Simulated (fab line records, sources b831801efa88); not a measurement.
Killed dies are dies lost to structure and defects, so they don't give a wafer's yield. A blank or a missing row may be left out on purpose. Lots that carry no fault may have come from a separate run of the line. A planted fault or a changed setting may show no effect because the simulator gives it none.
fab line records + flow sfqLine
[record]
- lots = 13
- wafers = 39
- lastDay = 91
route steps=325 shown I0@44 M1@71 M3@131 I7@304
lots with no fault: from the same line, run without faults
startH: the number of hours between the record's first day and the start of the first shown wafer of the lot + waitH: hours elapsed since this lot's preceding step + " as in the row above + L1.1+2: one row covering several wafers at once + - no value, or no start was given + * or withheld: withheld + < > ~ a bound
route shown NAME@n: NAME is a module with steps in the file, n the number in the route of the first one + usual: average and standard deviation across the fault-free wafers + same: alike in all rows + chamber/n: place in a boat + sites: the reading at each site + _std_site: standard deviation of those values + _edge_site: outer sites' mean less inner sites' + radiusMm: how far each site lies from the wafer's centre + mask NAME#n: copy n + behind: tool/chamber where the wafer was last shaped + hold: what put the lot on hold/how long, in hours/how the hold closed + device: which transistor (n, p or np) failed to switch + end of line: the route-end tests of the same wafers + step lacking rows: just its recipe + killed: dies lost to structure and defects at the first sort, not the wafer's yield + map: per-die view of a wafer (x killed, . not killed, _ where there is no die)
set.NAME: the run value of the setting; set.NAME@STEP: its run value at that earlier step + model.NAME: the simulator's own value behind a step, which no gauge read
a sample of lots followed through the steps of the route, with each step as a table and each wafer as a row
services: a tool's chamber out of use, with start hour (startH, from the record's first day; less than 0 if before it), hours out, and reason
[[steps]]
[step SFQ_TRILAYER_I0_CMP_CMP_028]
[recipe]
- material = SiO2
- downForcePsi = 3
- platenRpm = 58.76
- padVelocityMS = 0.94248
[usual]
- edgeZonePressureFrac = 1.000/0.0044
- motorCurrentA = 10.1/1.1
- timeToEndpointS = 216/7.6
| lot.wafer | tool   | chamber | startH | waitH | edgeZonePressureFrac | motorCurrentA | timeToEndpointS |
|-----------|--------|---------|--------|-------|----------------------|---------------|-----------------|
| L455.2    | cmp-01 | 2       | 164.79 | 0.7   | 1.004                | 11.4          | 205             |
| L455.1    | "      | 3       | "      | "     | 1.007                | 11.3          | 213             |
| L455.3    | "      | 1       | 166.29 | 2.2   | 1.001                | 9.5           | 201             |
| L454.2    | cmp-02 | 0       | 164.98 | 4.4   | 1.001                | 9.4           | 210             |
| L454.4    | "      | 2       | 165.98 | 5.4   | 1.000                | 7.8           | 212             |
| L454.5    | "      | 0       | 166.98 | 6.4   | 0.993                | 9.3           | 226             |
| L456.3    | cmp-02 | 1       | 169.76 | 0.0   | 1.006                | 9.7           | 214             |
| L456.2    | "      | 2       | "      | "     | 0.998                | 8.6           | 206             |
| L456.1    | "      | 3       | "      | "     | 1.000                | 11.8          | 208             |
| L458.2    | cmp-02 | 3       | 182.33 | 0.1   | 0.996                | 11.6          | 213             |
| L458.1    | "      | 0       | "      | "     | 0.993                | 9.6           | 228             |
| L458.6    | "      | 0       | 184.83 | 2.5   | 1.003                | 9.3           | 226             |
| L460.2    | cmp-01 | 1       | 194.82 | 0.5   | 0.991                | 9.4           | 212             |
| L460.4    | "      | 3       | 195.82 | 1.5   | 1.004                | 11.2          | 225             |
| L460.5    | "      | 1       | 196.82 | 2.5   | 1.004                | 9.9           | 216             |
| L461.4    | cmp-01 | 1       | 207.50 | 0.0   | 1.009                | 9.5           | 211             |
| L461.2    | "      | 3       | 208.50 | 1.0   | 1.003                | 11.8          | 212             |
| L461.5    | "      | 1       | 209.50 | 2.0   | 1.003                | 9.4           | 210             |
| L462.4    | cmp-02 | 0       | 215.40 | 1.9   | 1.002                | 9.9           | 225             |
| L462.1    | "      | 3       | 216.90 | 3.4   | 1.003                | 11.1          | 209             |
| L462.6    | "      | 1       | 217.90 | 4.4   | 1.005                | 9.6           | 205             |
| L463.1    | cmp-02 | 0       | 223.12 | 0.0   | 0.997                | 9.5           | 222             |
| L463.3    | "      | 1       | "      | "     | 0.996                | 9.8           | 212             |
| L463.5    | "      | 0       | 225.12 | 2.0   | 1.001                | 10.0          | 232             |
| L464.1    | cmp-02 | 0       | 235.03 | 2.3   | 0.998                | 9.6           | 221             |
| L464.6    | "      | 1       | "      | "     | 0.998                | 9.5           | 220             |
| L464.5    | "      | 2       | "      | "     | 1.000                | 8.4           | 223             |
| L466.4    | cmp-01 | 3       | 261.95 | 0.5   | 0.997                | 11.0          | 227             |
| L466.1    | "      | 1       | 262.95 | 1.5   | 0.999                | 9.3           | 219             |
| L466.6    | "      | 2       | "      | "     | 1.004                | 11.3          | 222             |
| L468.3    | cmp-02 | 3       | 277.29 | 1.0   | 0.998                | 10.7          | 216             |
| L468.2    | "      | 0       | "      | "     | 0.998                | 10.2          | 231             |
| L468.5    | "      | 1       | "      | "     | 0.999                | 9.7           | 283             |
| L476.3    | cmp-01 | 1       | 330.20 | 9.2   | 1.001                | 9.5           | 212             |
| L476.2    | "      | 2       | "      | "     | 0.997                | 12.0          | 216             |
| L476.5    | "      | 3       | "      | "     | 1.005                | 11.8          | 231             |
| L477.1    | cmp-02 | 2       | 451.41 | 1.0   | 0.999                | 8.5           | 205             |
| L477.6    | "      | 0       | 452.41 | 2.0   | 1.003                | 9.8           | 231             |
| L477.5    | "      | 1       | "      | "     | 1.002                | 9.8           | 211             |
[step SFQ_TRILAYER_I0_METRO_MEASURE_029]
[usual]
- thkNm = 199.6/1.2
| lot.wafer | tool         | chamber | startH | waitH | thkNm |
|-----------|--------------|---------|--------|-------|-------|
| L454.2    | filmMetro-02 | -       | 167.80 | 0.3   | 197.8 |
| L454.4    | "            | -       | "      | "     | 198.1 |
| L454.5    | "            | -       | "      | "     | 199.7 |
| L455.1    | filmMetro-04 | -       | 167.91 | 0.1   | 201.5 |
| L455.2    | "            | -       | "      | "     | 199.6 |
| L455.3    | "            | -       | "      | "     | 199.1 |
| L456.1    | filmMetro-04 | -       | 172.88 | 0.1   | 198.9 |
| L456.2    | "            | -       | "      | "     | 198.7 |
| L456.3    | "            | -       | "      | "     | 197.2 |
| L458.1    | filmMetro-03 | -       | 185.45 | 0.1   | 201.5 |
| L458.2    | "            | -       | "      | "     | 198.7 |
| L458.6    | "            | -       | "      | "     | 199.3 |
| L460.2    | filmMetro-04 | -       | 197.64 | 0.3   | 199.2 |
| L460.4    | "            | -       | "      | "     | 200.2 |
| L460.5    | "            | -       | "      | "     | 198.0 |
| L461.2    | filmMetro-04 | -       | 210.82 | 0.3   | 199.2 |
| L461.4    | "            | -       | "      | "     | 198.8 |
| L461.5    | "            | -       | "      | "     | 198.1 |
| L462.1    | filmMetro-02 | -       | 218.52 | 0.1   | 198.8 |
| L462.4    | "            | -       | "      | "     | 201.2 |
| L462.6    | "            | -       | "      | "     | 200.8 |
| L463.1    | filmMetro-03 | -       | 226.24 | 0.1   | 203.2 |
| L463.3    | "            | -       | "      | "     | 200.4 |
| L463.5    | "            | -       | "      | "     | 201.1 |
| L464.1    | filmMetro-03 | -       | 236.65 | 0.1   | 201.2 |
| L464.5    | "            | -       | "      | "     | 198.1 |
| L464.6    | "            | -       | "      | "     | 200.6 |
| L466.1    | filmMetro-02 | -       | 264.57 | 0.1   | 200.5 |
| L466.4    | "            | -       | "      | "     | 201.4 |
| L466.6    | "            | -       | "      | "     | 200.8 |
| L468.2    | filmMetro-04 | -       | 279.61 | 0.3   | 199.7 |
| L468.3    | "            | -       | "      | "     | 198.2 |
| L468.5    | "            | -       | "      | "     | 308.9 |
| L476.2    | filmMetro-03 | -       | 332.52 | 0.3   | 199.8 |
| L476.3    | "            | -       | "      | "     | 198.6 |
| L476.5    | "            | -       | "      | "     | 200.8 |
| L477.1    | filmMetro-02 | -       | 453.53 | 0.1   | 198.4 |
| L477.5    | "            | -       | "      | "     | 200.0 |
| L477.6    | "            | -       | "      | "     | 201.2 |
[step SFQ_TRILAYER_I0_VIA_ETCH_VIA_ETCH_034]
[recipe]
- target = SiO2
- stopOn = Nb
- maskMaterial = PR
- taperDeg = 20
- chemistry = CHF3
- targetDepthNm = 260
- sourceW = 500
- biasW = 80
- pressureMtorr = 30
- timeS = withheld
[usual]
- drypumpMotorCurrentA = 5.9/0.4
- oesProductAu = 0.853/0.0058
| lot.wafer | tool       | chamber | startH | waitH | drypumpMotorCurrentA | oesProductAu |
|-----------|------------|---------|--------|-------|----------------------|--------------|
| L454.2    | rieDiel-01 | 2       | 272.46 | 0.0   | 5.9                  | 0.849        |
| L454.4    | "          | 3       | "      | "     | 6.1                  | 0.852        |
| L454.5    | "          | 2       | "      | "     | 5.9                  | 0.854        |
| L455.1    | rieDiel-02 | 1       | 273.66 | 0.0   | 5.7                  | 0.863        |
| L455.2    | "          | 3       | "      | "     | 6.0                  | 0.859        |
| L455.3    | "          | 0       | "      | "     | 5.1                  | 0.856        |
| L456.1    | rieDiel-01 | 0       | 280.86 | 0.0   | 6.3                  | 0.854        |
| L456.2    | "          | 1       | "      | "     | 6.1                  | 0.844        |
| L456.3    | "          | 2       | "      | "     | 5.9                  | 0.854        |
| L458.1    | rieDiel-01 | 1       | 291.66 | 0.0   | 6.1                  | 0.862        |
| L458.2    | "          | 2       | "      | "     | 5.9                  | 0.851        |
| L458.6    | "          | 3       | "      | "     | 6.1                  | 0.849        |
| L460.2    | rieDiel-02 | 0       | 306.97 | 0.0   | 5.0                  | 0.854        |
| L460.4    | "          | 0       | "      | "     | 5.0                  | 0.858        |
| L460.5    | "          | 2       | "      | "     | 6.5                  | 0.847        |
| L461.2    | rieDiel-01 | 1       | 317.77 | 0.0   | 6.1                  | 0.844        |
| L461.4    | "          | 0       | "      | "     | 6.3                  | 0.849        |
| L461.5    | "          | 3       | "      | "     | 6.1                  | 0.848        |
| L462.1    | rieDiel-02 | 0       | 327.23 | 0.0   | 5.1                  | 0.859        |
| L462.4    | "          | 1       | "      | "     | 5.7                  | 0.857        |
| L462.6    | "          | 3       | "      | "     | 6.0                  | 0.861        |
| L463.1    | rieDiel-02 | 3       | 336.83 | 0.0   | 6.1                  | 0.867        |
| L463.3    | "          | 1       | "      | "     | 5.7                  | 0.853        |
| L463.5    | "          | 0       | "      | "     | 5.1                  | 0.855        |
| L464.1    | rieDiel-03 | 3       | 355.55 | 0.0   | 5.8                  | 0.859        |
| L464.5    | "          | 1       | "      | "     | 6.0                  | 0.850        |
| L464.6    | "          | 0       | "      | "     | 6.5                  | 0.851        |
| L466.1    | rieDiel-03 | 0       | 381.95 | 0.0   | 6.4                  | 0.857        |
| L466.4    | "          | 3       | "      | "     | 5.8                  | 0.859        |
| L466.6    | "          | 2       | "      | "     | 5.4                  | 0.859        |
| L468.2    | rieDiel-03 | 1       | 393.95 | 0.0   | 6.0                  | 0.859        |
| L468.3    | "          | 3       | "      | "     | 5.8                  | 0.851        |
| L468.5    | "          | 0       | "      | "     | 6.5                  | 1.004        |
| L476.2    | rieDiel-01 | 2       | 403.55 | 0.0   | 5.9                  | 0.847        |
| L476.3    | "          | 3       | "      | "     | 6.1                  | 0.854        |
| L476.5    | "          | 2       | "      | "     | 5.9                  | 0.846        |
| L477.1    | rieDiel-03 | 3       | 458.20 | 0.0   | 5.8                  | 0.845        |
| L477.5    | "          | 0       | "      | "     | 6.5                  | 0.847        |
| L477.6    | "          | 1       | "      | "     | 6.0                  | 0.859        |
[step SFQ_TRILAYER_M1_STRIP_STRIP_043]
[recipe]
- gas = O2
- powerW = 200
- platenTempC = 40
- overashFraction = 0.65
- chemistry = O2
- pressureMtorr = 50
[usual]
- drypumpMotorCurrentA = 5.4/0.51
- oesProductAu = 0.998/0.011
| lot.wafer | tool        | chamber | startH | waitH | drypumpMotorCurrentA | oesProductAu | rfHoursCounterH |
|-----------|-------------|---------|--------|-------|----------------------|--------------|-----------------|
| L454.2    | rieMetal-04 | 0       | 391.69 | 0.1   | 5.4                  | 0.999        | 9               |
| L454.4    | "           | 1       | "      | "     | 5.0                  | 0.998        | -               |
| L454.5    | "           | 0       | "      | "     | 5.4                  | 1.000        | -               |
| L455.1    | rieMetal-02 | 1       | 394.23 | 0.1   | 4.8                  | 0.988        | 110             |
| L455.2    | "           | 0       | "      | "     | 5.7                  | 0.978        | 11              |
| L455.3    | "           | 0       | "      | "     | 5.7                  | 0.984        | -               |
| L456.1    | rieMetal-02 | 1       | 399.03 | 0.1   | 4.8                  | 0.995        | 111             |
| L456.2    | "           | 0       | "      | "     | 5.7                  | 0.995        | 12              |
| L456.3    | "           | 1       | "      | "     | 4.9                  | 0.998        | -               |
| L458.1    | rieMetal-02 | 0       | 411.03 | 0.1   | 5.7                  | 0.983        | 14              |
| L458.2    | "           | 1       | "      | "     | 4.8                  | 0.989        | 113             |
| L458.6    | "           | 0       | "      | "     | 5.7                  | 1.000        | -               |
| L460.2    | rieMetal-04 | 1       | 427.94 | 0.1   | 5.0                  | 0.992        | 70              |
| L460.4    | "           | 0       | "      | "     | 5.4                  | 0.996        | -               |
| L460.5    | "           | 0       | "      | "     | 5.4                  | 0.997        | -               |
| L461.2    | rieMetal-03 | 0       | 444.74 | 0.1   | 4.9                  | 1.018        | 136             |
| L461.4    | "           | 1       | "      | "     | 6.2                  | 1.015        | -               |
| L461.5    | "           | 1       | "      | "     | 6.2                  | 1.017        | -               |
| L462.1    | rieMetal-02 | 0       | 456.87 | 0.2   | 5.7                  | 0.994        | 20              |
| L462.4    | "           | 0       | "      | "     | 5.7                  | 0.992        | -               |
| L462.6    | "           | 0       | "      | "     | 5.7                  | 0.995        | -               |
| L463.1    | rieMetal-04 | 0       | 471.74 | 0.1   | 5.4                  | 1.008        | 21              |
| L463.3    | "           | 1       | "      | "     | 4.9                  | 0.996        | -               |
| L463.5    | "           | 1       | "      | "     | 4.9                  | 0.995        | -               |
| L464.1    | rieMetal-03 | 0       | 492.27 | 0.1   | 5.0                  | 1.009        | 142             |
| L464.5    | "           | 1       | "      | "     | 6.2                  | 1.022        | -               |
| L464.6    | "           | 0       | "      | "     | 4.9                  | 0.999        | -               |
| L466.1    | rieMetal-03 | 0       | 527.32 | 0.1   | 5.0                  | 1.000        | 146             |
| L466.4    | "           | 0       | "      | "     | 4.9                  | 0.998        | -               |
| L466.6    | "           | 1       | "      | "     | 6.2                  | 1.009        | -               |
| L468.2    | rieMetal-03 | 1       | 542.92 | 0.1   | 6.2                  | 1.002        | 73              |
| L468.3    | "           | 1       | "      | "     | 6.2                  | 1.002        | -               |
| L468.5    | "           | 0       | "      | "     | 5.0                  | 1.015        | -               |
| L476.2    | rieMetal-03 | 0       | 564.52 | 0.1   | 4.9                  | 1.016        | 150             |
| L476.3    | "           | 1       | "      | "     | 6.2                  | 1.008        | -               |
| L476.5    | "           | 1       | "      | "     | 6.2                  | 0.999        | -               |
| L477.1    | rieMetal-02 | 0       | 622.12 | 0.1   | 5.7                  | 0.984        | 43              |
| L477.5    | "           | 1       | "      | "     | 4.8                  | 0.986        | -               |
| L477.6    | "           | 0       | "      | "     | 5.7                  | 0.986        | -               |
[step SFQ_TRILAYER_M3_STRIP_STRIP_079]
[recipe]
- gas = O2
- powerW = 200
- platenTempC = 40
- overashFraction = 0.65
- chemistry = O2
- pressureMtorr = 50
[usual]
- drypumpMotorCurrentA = 5.4/0.46
- oesProductAu = 0.995/0.0091
| lot.wafer | tool        | chamber | startH  | waitH | drypumpMotorCurrentA | oesProductAu | rfHoursCounterH |
|-----------|-------------|---------|---------|-------|----------------------|--------------|-----------------|
| L454.2    | rieMetal-02 | 0       | 867.43  | 0.4   | 5.7                  | 0.987        | -               |
| L454.4    | "           | 0       | "       | "     | 5.7                  | 0.984        | -               |
| L454.5    | "           | 0       | "       | "     | 5.7                  | 0.989        | -               |
| L455.1    | rieMetal-03 | 0       | 869.93  | 0.1   | 5.0                  | 0.999        | 30              |
| L455.2    | "           | 1       | "       | "     | 6.2                  | 1.007        | 119             |
| L455.3    | "           | 1       | "       | "     | 6.2                  | 1.005        | -               |
| L456.1    | rieMetal-04 | 0       | 879.26  | 0.1   | 5.4                  | 1.001        | 81              |
| L456.2    | "           | 1       | "       | "     | 5.0                  | 0.983        | 135             |
| L456.3    | "           | 0       | "       | "     | 5.4                  | 1.012        | -               |
| L458.1    | rieMetal-02 | 1       | 887.14  | 0.1   | 4.8                  | 0.988        | 24              |
| L458.2    | "           | 0       | "       | "     | 5.7                  | 0.991        | 85              |
| L458.6    | "           | 1       | "       | "     | 4.8                  | 0.983        | -               |
| L460.2    | rieMetal-04 | 0       | 914.73  | 0.4   | 5.4                  | 1.002        | -               |
| L460.4    | "           | 0       | "       | "     | 5.4                  | 1.001        | -               |
| L460.5    | "           | 0       | "       | "     | 5.4                  | 0.994        | -               |
| L461.2    | rieMetal-02 | 1       | 923.93  | 0.1   | 4.8                  | 0.992        | 29              |
| L461.4    | "           | 1       | "       | "     | 4.8                  | 0.997        | -               |
| L461.5    | "           | 0       | "       | "     | 5.7                  | 0.995        | -               |
| L462.1    | rieMetal-04 | 0       | 943.01  | 0.2   | 5.4                  | 0.998        | 96              |
| L462.4    | "           | 0       | "       | "     | 5.4                  | 0.996        | -               |
| L462.6    | "           | 0       | "       | "     | 5.4                  | 1.005        | -               |
| L463.1    | rieMetal-04 | 0       | 954.72  | 0.1   | 5.4                  | 1.008        | 99              |
| L463.3    | "           | 1       | "       | "     | 5.0                  | 1.002        | -               |
| L463.5    | "           | 1       | "       | "     | 4.9                  | 0.995        | -               |
| L464.1    | rieMetal-02 | 0       | 984.26  | 0.1   | 5.7                  | 0.980        | 99              |
| L464.5    | "           | 1       | "       | "     | 4.8                  | 0.988        | -               |
| L464.6    | "           | 0       | "       | "     | 5.7                  | 0.991        | -               |
| L466.1    | rieMetal-04 | 1       | 995.29  | 0.1   | 4.9                  | 0.998        | 8               |
| L466.4    | "           | 0       | "       | "     | 5.4                  | 1.005        | -               |
| L466.6    | "           | 1       | "       | "     | 5.0                  | 0.992        | -               |
| L468.2    | rieMetal-04 | 1       | 1006.09 | 0.1   | 4.9                  | 0.995        | 9               |
| L468.3    | "           | 1       | "       | "     | 4.9                  | 1.005        | -               |
| L468.5    | "           | 0       | "       | "     | 5.4                  | 0.999        | -               |
| L476.2    | rieMetal-02 | 0       | 1036.34 | 0.1   | 5.7                  | 0.984        | 105             |
| L476.3    | "           | 0       | "       | "     | 5.7                  | 0.975        | -               |
| L476.5    | "           | 0       | "       | "     | 5.7                  | 0.995        | -               |
| L477.1    | rieMetal-03 | 0       | 1072.34 | 0.1   | 5.0                  | 0.982        | 61              |
| L477.5    | "           | 1       | "       | "     | 6.2                  | 1.007        | -               |
| L477.6    | "           | 0       | "       | "     | 4.9                  | 0.990        | -               |
[step SFQ_TRILAYER_I7_VIA_LITHO_PEB_190]
[recipe]
- pebTempC = 115
- pebTimeS = 60.96
- resist = KrF
[usual]
- exhaustPa = 45.0/1
- plateSensorTCentreC = 115.95/0.0097
- plateSensorTEdgeC = 116.08/0.011
| lot.wafer | tool          | chamber | startH  | waitH | exhaustPa | plateSensorTCentreC | plateSensorTEdgeC |
|-----------|---------------|---------|---------|-------|-----------|---------------------|-------------------|
| L454.2    | lithoTrack-01 | 0       | 1827.32 | 0.8   | 44.3      | 115.93              | 116.09            |
| L454.4    | "             | 0       | "       | "     | 45.4      | 115.95              | 116.07            |
| L454.5    | "             | 0       | "       | "     | 45.2      | 115.96              | 116.09            |
| L455.1    | lithoTrack-02 | 0       | 1828.49 | 1.0   | 45.3      | 115.93              | 116.08            |
| L455.2    | "             | 0       | "       | "     | 45.4      | 115.95              | 116.08            |
| L455.3    | "             | 0       | "       | "     | 46.8      | 115.95              | 116.09            |
| L456.1    | lithoTrack-01 | 0       | 1832.09 | 1.0   | 45.9      | 115.94              | 116.09            |
| L456.2    | "             | 0       | "       | "     | 44.3      | 115.95              | 116.08            |
| L456.3    | "             | 0       | "       | "     | 45.6      | 115.94              | 116.08            |
| L458.1    | lithoTrack-03 | 0       | 1841.37 | 1.0   | 45.7      | 115.94              | 116.06            |
| L458.2    | "             | 0       | "       | "     | 44.4      | 115.96              | 116.08            |
| L458.6    | "             | 0       | "       | "     | 43.6      | 115.95              | 116.1             |
| L460.2    | lithoTrack-01 | 0       | 1851.17 | 0.8   | 45.1      | 115.95              | 116.09            |
| L460.4    | "             | 0       | "       | "     | 44.4      | 115.96              | 116.1             |
| L460.5    | "             | 0       | "       | "     | 44.2      | 115.96              | 116.09            |
| L461.2    | lithoTrack-03 | 0       | 1860.02 | 0.8   | 45.5      | 115.94              | 116.09            |
| L461.4    | "             | 0       | "       | "     | 44.9      | 115.95              | 116.1             |
| L461.5    | "             | 0       | "       | "     | 45.2      | 115.95              | 116.08            |
| L462.1    | lithoTrack-02 | 0       | 1866.83 | 1.0   | 43.7      | 115.95              | 116.08            |
| L462.4    | "             | 0       | "       | "     | 43.2      | 115.96              | 116.1             |
| L462.6    | "             | 0       | "       | "     | 44.7      | 115.95              | 116.05            |
| L463.1    | lithoTrack-02 | 0       | 1893.73 | 1.0   | 43.2      | 115.96              | 116.09            |
| L463.3    | "             | 0       | "       | "     | 43.4      | 115.98              | 116.08            |
| L463.5    | "             | 0       | "       | "     | 43.0      | 115.94              | 116.09            |
| L464.1    | lithoTrack-03 | 0       | 1909.43 | 1.0   | 44.6      | 115.96              | 116.08            |
| L464.5    | "             | 0       | "       | "     | 46.0      | 115.95              | 116.08            |
| L464.6    | "             | 0       | "       | "     | 44.6      | 115.95              | 116.09            |
| L466.1    | lithoTrack-02 | 0       | 1976.01 | 1.0   | 44.5      | 115.95              | 116.08            |
| L466.4    | "             | 0       | "       | "     | 43.9      | 115.96              | 116.09            |
| L466.6    | "             | 0       | "       | "     | 44.0      | 115.94              | 116.06            |
| L468.2    | lithoTrack-01 | 0       | 2074.98 | 0.8   | 45.3      | 115.96              | 116.08            |
| L468.3    | "             | 0       | "       | "     | 46.6      | 115.94              | 116.1             |
| L468.5    | "             | 0       | "       | "     | 45.0      | 115.94              | 116.09            |
| L476.2    | lithoTrack-01 | 0       | 2100.81 | 0.8   | 45.9      | 115.95              | 116.09            |
| L476.3    | "             | 0       | "       | "     | 44.5      | 115.93              | 116.08            |
| L476.5    | "             | 0       | "       | "     | 46.1      | 115.93              | 116.1             |
| L477.1    | lithoTrack-03 | 0       | 2111.58 | 1.0   | 46.8      | 115.95              | 116.09            |
| L477.5    | "             | 0       | "       | "     | 46.0      | 115.93              | 116.09            |
| L477.6    | "             | 0       | "       | "     | 46.5      | 115.94              | 116.07            |
[[services]]
| tool        | chamber | startH  | hours | kind   |
|-------------|---------|---------|-------|--------|
| rieMetal-02 | -       | 150.44  | 0.4   | repair |
| rieMetal-02 | -       | 167.36  | 0.7   | repair |
| rieMetal-04 | 0       | 305.99  | 1.0   | repair |
| rieMetal-04 | -       | 358.59  | 2.8   | pm     |
| rieMetal-02 | 0       | 384.84  | 5.2   | repair |
| rieMetal-04 | -       | 468.62  | 0.7   | repair |
| rieMetal-02 | 0       | 635.68  | 17.1  | repair |
| rieMetal-02 | 1       | 647.96  | 6.1   | repair |
| rieMetal-04 | -       | 744.92  | 0.8   | repair |
| rieMetal-02 | 0       | 811.23  | 11.3  | repair |
| rieMetal-02 | 1       | 856.45  | 21.3  | repair |
| rieMetal-02 | 0       | 938.66  | 11.7  | repair |
| rieMetal-02 | -       | 1063.43 | 2.8   | pm     |
| rieMetal-02 | 0       | 1177.78 | 2.8   | repair |
| rieMetal-02 | 1       | 1213.46 | 10.4  | repair |
| rieMetal-02 | -       | 1404.57 | 1.4   | pm     |
| rieMetal-02 | 0       | 1411.33 | 5.8   | repair |
| rieMetal-02 | -       | 1451.56 | 0.6   | repair |
| rieMetal-02 | -       | 1510.39 | 1.4   | repair |
| rieMetal-02 | 0       | 1577.23 | 1.8   | repair |
| rieMetal-02 | 0       | 1579.34 | 10.0  | repair |
| rieMetal-02 | -       | 1637.81 | 14.6  | pm     |
| rieMetal-02 | 1       | 1800.65 | 2.3   | repair |
| rieMetal-02 | 1       | 1918.13 | 18.0  | repair |
[[key]]
[firstSign]
- step = SFQ_TRILAYER_I0_CMP_CMP_028
- reading = timeToEndpointS
- direction = up
- sigmas = 8.8
- usual = *
- struck = *
[effect]
- step = SFQ_TRILAYER_I0_METRO_MEASURE_029
- reading = thkNm
- direction = up
- sigmas = 92
- usual = 199.6
- struck = 308.9
[effect]
- step = SFQ_TRILAYER_I0_VIA_ETCH_VIA_ETCH_034
- reading = oesProductAu
- direction = up
- sigmas = 26
- usual = 0.853
- struck = 1.004
metAt SFQ_TRILAYER_I0_CMP_CMP_028
struckLots L468
struckWafers L468.5
notActingAt SFQ_TRILAYER_M1_STRIP_STRIP_043,SFQ_TRILAYER_M3_STRIP_STRIP_079,SFQ_TRILAYER_I7_VIA_LITHO_PEB_190
onsetBetween 235.03 277.29
[fault]
- kind = processParameterDrift
- tool = cmp-02
- chamber = 1
- onsetH = 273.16
- steps = SFQ_TRILAYER_I0_CMP_CMP_028
- channel = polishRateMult
- offset = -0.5
- shape = step
- endH = 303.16
